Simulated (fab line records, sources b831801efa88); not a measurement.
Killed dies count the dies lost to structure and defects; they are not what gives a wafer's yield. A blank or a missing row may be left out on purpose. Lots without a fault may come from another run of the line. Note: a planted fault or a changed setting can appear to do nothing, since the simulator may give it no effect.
The tool behind it: which one? ; flow sky130 ; Sampling: 24 lots, 72 wafers, 4 of 708 route steps

## WHAT THE GAUGES READ, wafer by wafer
SKY_NWELL_OVL_MEAS_10. Usual: NWELL_00_OVL gives -0.5 nm (standard deviation 1.2).
lot;measured;on;NWELL_00_OVL (nm);flag
L074;day 4 12:57;overlay-02;0.2 1.2 0.4;
L075;day 4 17:17;overlay-01;-1.4 -0.8 0.3;
L076;day 4 22:53;overlay-01;-0.1 1.4 1.1;
L077;day 5 07:56;overlay-01;0.9 1.9 -1.3;
L078;day 5 14:05;overlay-01;-1.4 -1.2 -0.6;
L079;day 5 15:27;overlay-01;-1.2 -0.3 -1.7;
L080;day 5 20:40;overlay-01;-0.2 -2.8 0.1;
L081;day 6 07:34;overlay-01;-0.2 -1.2 1.5;
L082;day 6 12:02;overlay-01;-0.2 -0.6 -2.2;
L083;day 6 18:08;overlay-02;-1.6 -2.3 -2.9;
L084;day 7 00:23;overlay-02;-0.5 0.2 -0.9;
L085;day 7 11:09;overlay-02;-0.1 1.1 1.3;
L086;day 7 13:25;overlay-02;-1.3 -0.3 -0.2;
L087;day 7 16:13;overlay-01;-1.0 -0.7 -0.8;
L088;day 7 17:59;overlay-01;-1.3 -1.3 -0.5;
L089;day 8 09:28;overlay-02;1.3 -1.9 0.4;
L091;day 9 02:32;overlay-01;-1.2 -1.9 -1.1;
L090;day 9 05:34;overlay-02;-0.4 -0.2 1.4;
L092;day 9 05:55;overlay-02;-0.6 -1.8 -2.3;
L093;day 9 07:10;overlay-01;1.2 0.3 -0.4;
L094;day 9 12:13;overlay-02;-1.1 -0.2 0.6;
L095;day 9 19:34;overlay-01;0.7 -1.8 1.6;
L096;day 9 20:26;overlay-02;-1.0 -1.2 -2.7;
L097;day 10 10:29;overlay-02;-1.9 -1.7 -2.2;

SKY_VIA2_BOW_MEAS_03. Usual: VIA2_BOW gives 87 um (standard deviation 7.5).
lot;measured;on;VIA2_BOW (um);flag
L074;day 35 05:22;film metro-04;86 87 78;
L075;day 35 10:22;film metro-04;81 81 89;
L076;day 35 21:08;film metro-04;105 90 93;
L077;day 36 06:44;film metro-04;83 79 91;
L078;day 36 20:28;film metro-02;87 78 89;
L079;day 36 22:55;film metro-04;95 90 92;
L080;day 36 22:10;film metro-03;84 83 77;
L081;day 37 22:58;film metro-04;79 91 90;
L082;day 38 09:29;film metro-02;90 92 94;
L083;day 38 11:11;film metro-04;90 88 97;
L084;day 38 18:56;film metro-04;98 88 85;
L085;day 39 02:13;film metro-02;84 75 91;
L086;day 39 02:34;film metro-03;88 86 95;
L087;day 39 09:17;film metro-02;79 75 86;
L088;day 39 20:52;film metro-02;86 103 80;
L089;day 40 09:58;film metro-04;73 84 90;
L091;day 41 00:58;film metro-04;78 93 84;
L090;day 41 02:46;film metro-03;83 86 80;
L092;day 41 03:48;film metro-03;91 96 95;
L093;day 41 06:10;film metro-03;96 84 97;
L094;day 41 09:47;film metro-03;77 71 81;
L095;day 42 00:34;film metro-04;91 88 88;
L096;day 42 00:52;film metro-04;97 99 79;
L097;day 42 07:49;film metro-03;85 98 77;

SKY_CAPM_THK_MEAS_04: measures by xrf. Usual: CAPM_TIN_THK gives 199.7 nm (standard deviation 2.7).
lot;measured;on;CAPM_TIN_THK (nm);flag
L074;day 36 09:42;film metro-03;196.1 195.8 196.7;
L075;day 36 15:01;film metro-04;203.6 204.6 205.0;
L076;day 37 00:59;film metro-01;195.0 197.3 197.6;
L077;day 37 10:51;film metro-04;200.3 198.0 198.7;
L078;day 37 23:54;film metro-01;201.0 199.1 199.5;
L079;day 38 02:07;film metro-04;201.8 202.6 203.7;
L080;day 38 01:23;film metro-03;200.8 200.0 201.0;
L081;day 39 01:56;film metro-03;199.9 203.0 199.4;
L082;day 39 12:05;film metro-03;203.3 200.3 196.6;
L083;day 39 14:29;film metro-01;199.1 199.2 198.2;
L084;day 39 22:08;film metro-04;202.0 202.6 202.5;
L085;day 40 05:22;film metro-04;197.8 197.1 199.3;
L086;day 40 06:16;film metro-03;200.9 199.7 201.3;
L087;day 40 12:05;film metro-01;200.0 203.0 203.3;
L088;day 40 23:45;film metro-04;200.5 199.0 198.3;
L089;day 41 12:50;film metro-01;201.5 198.8 203.8;
L091;day 42 04:03;film metro-03;197.9 196.7 200.4;
L090;day 42 05:32;film metro-03;197.3 199.6 194.5;
L092;day 42 06:09;film metro-03;196.9 197.1 196.9;
L093;day 42 09:05;film metro-03;197.5 195.7 198.2;
L094;day 42 12:00;film metro-03;200.8 201.3 202.4;
L095;day 43 02:34;film metro-03;203.9 201.7 203.4;
L096;day 43 02:27;film metro-04;196.9 197.5 198.4;
L097;day 43 09:22;film metro-01;201.0 204.9 200.5;

## TOOL THAT RAN EACH LOT (tool first, then ch and the chambers of the sampled wafers, then the start)
lot;SKY_VIA2_ETCH_15
L074;rie diel-02 ch 0,3, day 36 07:50
L075;rie diel-02 ch 0,2,3, day 36 13:11
L076;rie diel-04 ch 0,3, day 36 23:08
L077;rie diel-04 ch 0,1,2, day 37 09:02
L078;rie diel-02 ch 1,2, day 37 22:06
L079;rie diel-02 ch 0,2,3, day 38 00:17
L080;rie diel-04 ch 1,2, day 37 23:35
L081;rie diel-03 ch 0,1, day 39 00:08
L082;rie diel-02 ch 1,3, day 39 10:11
L083;rie diel-04 ch 0,1,3, day 39 12:41
L084;rie diel-04 ch 0,1,3, day 39 20:15
L085;rie diel-02 ch 0,1,2, day 40 03:32
L086;rie diel-04 ch 2,3, day 40 04:06
L087;rie diel-02 ch 1,2, day 40 09:53
L088;rie diel-02 ch 0,2, day 40 21:32
L089;rie diel-04 ch 0,2,3, day 41 10:41
L091;rie diel-03 ch 0,1,2, day 42 01:44
L090;rie diel-02 ch 0,1,2, day 42 03:14
L092;rie diel-04 ch 1,2, day 42 04:14
L093;rie diel-04 ch 1,3, day 42 07:14
L094;rie diel-03 ch 0,1,2, day 42 10:02
L095;rie diel-03 ch 0,1,3, day 43 00:14
L096;rie diel-02 ch 2,3, day 43 00:35
L097;rie diel-02 ch 0,1,3, day 43 07:33
- SKY_VIA2_ETCH_15: etches SiO2 in C4F8/O2/Ar, stops on TiN, target depth 546 nm, time 84 s.

## AS READ BY THE TOOLS THEMSELVES (means over the sampled wafers that have a number; for cases with no such wafer, the mark the record gives instead)
SKY_VIA2_ETCH_15. Usual: oes product au 0.941 a.u., standard deviation 0.0045; rf fwd power W 1489 W, standard deviation 4.3.
lot;tool;oes product au (a.u.);rf fwd power W (W);flag
L074;rie diel-02;0.941;1490;
L075;rie diel-02;0.940;1495;
L076;rie diel-04;0.940;1490;
L077;rie diel-04;0.940;1485;
L078;rie diel-02;0.938;1490;
L079;rie diel-02;0.942;1485;
L080;rie diel-04;0.942;1486;
L081;rie diel-03;0.938;1487;
L082;rie diel-02;0.938;1487;
L083;rie diel-04;0.940;1494;
L084;rie diel-04;0.941;1482;
L085;rie diel-02;0.940;1487;
L086;rie diel-04;0.940;1489;
L087;rie diel-02;0.940;1487;
L088;rie diel-02;0.943;1487;
L089;rie diel-04;0.940;1494;
L091;rie diel-03;0.942;1488;
L090;rie diel-02;0.940;1488;
L092;rie diel-04;0.942;1489;
L093;rie diel-04;0.943;1487;
L094;rie diel-03;0.940;1491;
L095;rie diel-03;0.936;1491;
L096;rie diel-02;0.942;1488;
L097;rie diel-02;0.945;1487;

## THE ANSWER, worked out from the rows above alone
Rule: take the mean of a lot's wafers that have a number; if it is more than 3 standard deviations from the usual mean, the lot is off. Also off: a lot with no number at a reading for which 4 or more lots have one. All remaining lots with rows at the step are treated as sound. Order of review: gauges by route order, followed by the tools' own readings, for which a lot's mean as printed above is used. At the first step where some lot is off, the reading lying furthest off is the one used; lots without a number count as furthest.
None of the lots is off at any reading shown; this tells nothing.

## WHAT THE SIMULATOR HAD INSERTED
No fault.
